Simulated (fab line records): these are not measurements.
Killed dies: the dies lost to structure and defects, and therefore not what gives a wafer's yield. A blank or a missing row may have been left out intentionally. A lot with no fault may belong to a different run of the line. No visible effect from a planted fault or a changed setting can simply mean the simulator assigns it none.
Which tool did it? ; flow gf180mcu ; 24 lots with 72 wafers sampled at 5 steps, on a route of 602 steps

## WHAT EACH GAUGE READ, for each wafer
GF_HV_LDD_TW_MEAS_23. Usual: HV_LDD_2_TW gives 1057 (standard deviation 11).
lot;measured;on;HV_LDD_2_TW;flag
L074;day 10 19:46;film_metro-01;1045 1042 1037;
L075;day 11 02:56;film_metro-01;1045 1041 1046;
L076;day 11 17:22;film_metro-01;1042 1042 1044;
L077;day 11 19:41;film_metro-02;1053 1049 1050;
L078;day 12 05:02;film_metro-04;1063 1065 1061;
L079;day 12 12:22;film_metro-02;1049 1053 1051;
L080;day 12 20:28;film_metro-02;1050 1048 1059;
L081;day 13 03:16;film_metro-01;1049 1049 1049;
L082;day 13 06:06;film_metro-01;1045 1046 1051;
L083;day 13 18:23;film_metro-04;1073 1071 1076;
L084;day 14 01:35;film_metro-04;1061 1063 1070;
L085;day 14 05:19;film_metro-02;1064 1058 1059;
L086;day 14 16:24;film_metro-04;1068 1066 1070;
L087;day 14 23:37;film_metro-04;1069 1071 1069;
L088;day 15 07:50;film_metro-04;1067 1062 1074;
L089;day 15 17:44;film_metro-01;1049 1050 1050;
L090;day 15 18:19;film_metro-04;1074 1070 1070;
L091;day 16 07:23;film_metro-04;1066 1067 1069;
L092;day 16 19:15;film_metro-04;1063 1059 1066;
L093;day 17 06:46;film_metro-04;1066 1072 1073;
L094;day 17 09:16;film_metro-02;1052 1052 1050;
L095;day 17 14:44;film_metro-01;1042 1042 1040;
L096;day 18 04:35;film_metro-01;1049 1049 1055;
L097;day 18 14:07;film_metro-02;1041 1041 1042;

GF_HV_LDD_CD_MEAS_31 targets a cd of 400 nm. Usual: 400.0 nm for cd_nm, sd 2.5.
lot;measured;on;cd_nm (nm);flag
L074;day 11 14:08;cd_sem-02;396.7 396.9 396.7;
L075;day 11 21:35;cd_sem-02;399.0 396.7 402.2;
L076;day 12 12:50;cd_sem-02;401.8 401.4 397.6;
L077;day 12 15:25;cd_sem-01;402.0 401.8 401.7;
L078;day 13 00:41;cd_sem-02;400.3 400.1 399.3;
L079;day 13 08:05;cd_sem-02;399.6 401.0 400.1;
L080;day 13 16:02;cd_sem-01;398.2 399.1 397.2;
L081;day 13 23:11;cd_sem-02;397.5 399.0 398.9;
L082;day 14 02:07;cd_sem-01;406.9 406.5 407.1;
L083;day 14 15:40;cd_sem-01;399.1 399.1 397.2;
L084;day 14 22:57;cd_sem-01;396.7 398.0 399.9;
L085;day 15 01:54;cd_sem-02;395.4 396.1 395.1;
L086;day 15 13:21;cd_sem-01;402.0 402.2 401.0;
L087;day 15 20:38;cd_sem-01;402.5 402.4 402.1;
L088;day 16 05:01;cd_sem-02;399.1 402.4 398.5;
L089;day 16 15:27;cd_sem-02;401.6 403.8 403.7;
L090;day 16 16:33;cd_sem-02;404.0 404.0 403.1;
L091;day 17 06:11;cd_sem-01;400.3 397.6 398.6;
L092;day 17 19:02;cd_sem-01;397.7 399.4 401.2;
L093;day 18 05:42;cd_sem-01;399.2 399.2 399.5;
L094;day 18 09:12;cd_sem-02;400.5 398.4 398.9;
L095;day 18 14:01;cd_sem-02;400.3 399.5 401.3;
L096;day 19 04:29;cd_sem-02;397.9 400.0 397.7;
L097;day 19 15:05;cd_sem-02;401.9 399.7 399.7;

GF_HV_LDD_THK_MEAS_57. Usual: HV_LDD_CVD_56_THK gives 90.0 nm (standard deviation 0.84).
lot;measured;on;HV_LDD_CVD_56_THK (nm);flag
L074;day 12 12:40;film_metro-01;90.8 90.8 90.7;
L075;day 12 21:22;film_metro-04;89.5 90.1 89.3;
L076;day 13 14:07;film_metro-02;89.6 89.9 90.4;
L077;day 13 15:52;film_metro-01;91.4 91.1 91.2;
L078;day 14 00:21;film_metro-01;88.5 88.3 88.8;
L079;day 14 08:52;film_metro-04;91.4 90.9 91.0;
L080;day 14 17:19;film_metro-04;90.2 89.9 90.4;
L081;day 15 00:05;film_metro-02;90.9 91.1 90.5;
L082;day 15 03:38;film_metro-02;90.8 91.1 90.7;
L083;day 15 17:25;film_metro-02;90.0 89.9 89.8;
L084;day 16 03:05;film_metro-04;90.5 89.5 89.7;
L085;day 16 02:50;film_metro-04;89.5 89.0 89.2;
L086;day 16 15:19;film_metro-01;89.5 89.4 90.2;
L087;day 16 23:10;film_metro-04;91.2 89.3 89.6;
L088;day 17 07:58;film_metro-04;91.3 91.4 90.6;
L089;day 17 18:26;film_metro-01;89.2 89.4 89.2;
L090;day 17 18:44;film_metro-02;90.9 91.2 90.3;
L091;day 18 09:43;film_metro-02;88.9 88.1 88.9;
L092;day 18 22:46;film_metro-01;89.4 89.0 89.9;
L093;day 19 10:19;film_metro-02;89.1 89.9 90.3;
L094;day 19 13:01;film_metro-02;89.3 89.6 89.1;
L095;day 19 18:35;film_metro-01;89.5 90.2 89.2;
L096;day 20 09:08;film_metro-02;91.7 91.1 91.3;
L097;day 20 19:53;film_metro-02;89.8 89.4 89.3;

GF_NSD_TW_MEAS_12. Usual: NSD_TW gives 4251 (standard deviation 42).
lot;measured;on;NSD_TW;flag
L074;day 13 08:59;film_metro-03;4237 4259 4246;
L075;day 13 17:50;film_metro-02;4243 4225 4208;
L076;day 14 11:23;film_metro-03;4236 4251 4215;
L077;day 14 13:45;film_metro-04;4294 4299 4289;
L078;day 14 21:11;film_metro-03;4214 4247 4247;
L079;day 15 06:43;film_metro-03;4241 4223 4250;
L080;day 15 14:44;film_metro-03;4237 4221 4226;
L081;day 15 22:08;film_metro-03;4215 4223 4220;
L082;day 16 00:53;film_metro-02;4242 4264 4249;
L083;day 16 15:56;film_metro-02;4243 4253 4255;
L084;day 17 02:11;film_metro-04;4319 4315 4299;
L085;day 17 02:05;film_metro-03;4213 4205 4213;
L086;day 17 15:34;film_metro-04;4311 4291 4303;
L087;day 17 23:16;film_metro-02;4221 4240 4250;
L088;day 18 07:44;film_metro-03;4249 4258 4259;
L089;day 18 17:44;film_metro-02;4228 4219 4200;
L090;day 18 18:14;film_metro-02;4205 4196 4182;
L091;day 19 09:53;film_metro-02;4181 4177 4180;
L092;day 19 23:50;film_metro-02;4205 4192 4194;
L093;day 20 11:25;film_metro-04;4329 4307 4286;
L094;day 20 14:19;film_metro-04;4332 4319 4359;
L095;day 20 18:53;film_metro-04;4302 4281 4292;
L096;day 21 09:44;film_metro-04;4309 4308 4300;
L097;day 21 19:47;film_metro-02;4196 4217 4194;

GF_SALICIDE_RS_MEAS_04: uses a four-point probe to measure. Usual: SALICIDE_TIN_RS gives 16.4 ohm/sq (standard deviation 0.31).
lot;measured;on;SALICIDE_TIN_RS (ohm/sq);flag
L074;day 15 03:35;film_metro-04;16.2 16.6 16.0;
L075;day 15 12:48;film_metro-01;16.2 16.2 16.3;
L076;day 16 07:04;film_metro-03;16.8 16.7 16.8;
L077;day 16 10:05;film_metro-01;16.0 16.1 15.8;
L078;day 16 17:47;film_metro-03;16.5 16.4 16.8;
L079;day 17 04:09;film_metro-04;16.6 16.6 16.6;
L080;day 17 12:29;film_metro-01;16.8 16.9 16.6;
L081;day 17 20:33;film_metro-04;15.8 16.0 15.9;
L082;day 18 00:31;film_metro-04;16.7 16.7 16.7;
L083;day 18 16:11;film_metro-04;15.9 16.0 16.1;
L084;day 19 03:25;film_metro-01;16.6 16.3 16.6;
L085;day 19 02:31;film_metro-03;16.4 16.5 16.5;
L086;day 19 17:49;film_metro-04;16.6 16.3 16.7;
L087;day 20 00:17;film_metro-01;16.1 16.4 16.7;
L088;day 20 09:36;film_metro-04;16.6 16.6 16.5;
L089;day 20 19:28;film_metro-03;16.5 16.5 16.4;
L090;day 20 20:07;film_metro-03;16.4 16.1 16.8;
L091;day 21 12:21;film_metro-01;16.9 16.6 16.7;
L092;day 22 02:03;film_metro-03;16.7 16.5 16.0;
L093;day 22 12:33;film_metro-04;16.6 16.5 16.7;
L094;day 22 14:37;film_metro-03;16.7 16.5 16.9;
L095;day 22 18:56;film_metro-01;16.7 16.8 16.6;
L096;day 23 09:02;film_metro-03;16.5 16.2 16.6;
L097;day 23 19:07;film_metro-03;16.0 16.0 15.8;

## EACH LOT AND THE TOOL THAT RAN IT (in order: tool; ch and the chambers of the sampled wafers; start)
Record: no process step prior to these readings.

## AS READ BY THE TOOLS THEMSELVES (means over the sampled wafers that have a number; for cases with no such wafer, the mark the record gives instead)
The record holds no such reading with a usual standard deviation.

## THE ANSWER, worked out from the rows above alone
Rule: a lot is off if the mean of its wafers that have a number lies more than 3 standard deviations from the usual mean. A lot without any number at a reading at which 4 lots or more have one is off too. The other lots that the step has rows for count as sound. First the gauges in route order, then the tools' own readings, where a lot's mean is used as printed above. At the first step where some lot is off, the reading lying furthest off is the one used; lots without a number count as furthest.
Across all readings shown, no lot is off: no conclusion can be drawn from this.

## WHAT HAD BEEN PUT IN BY THE SIMULATOR
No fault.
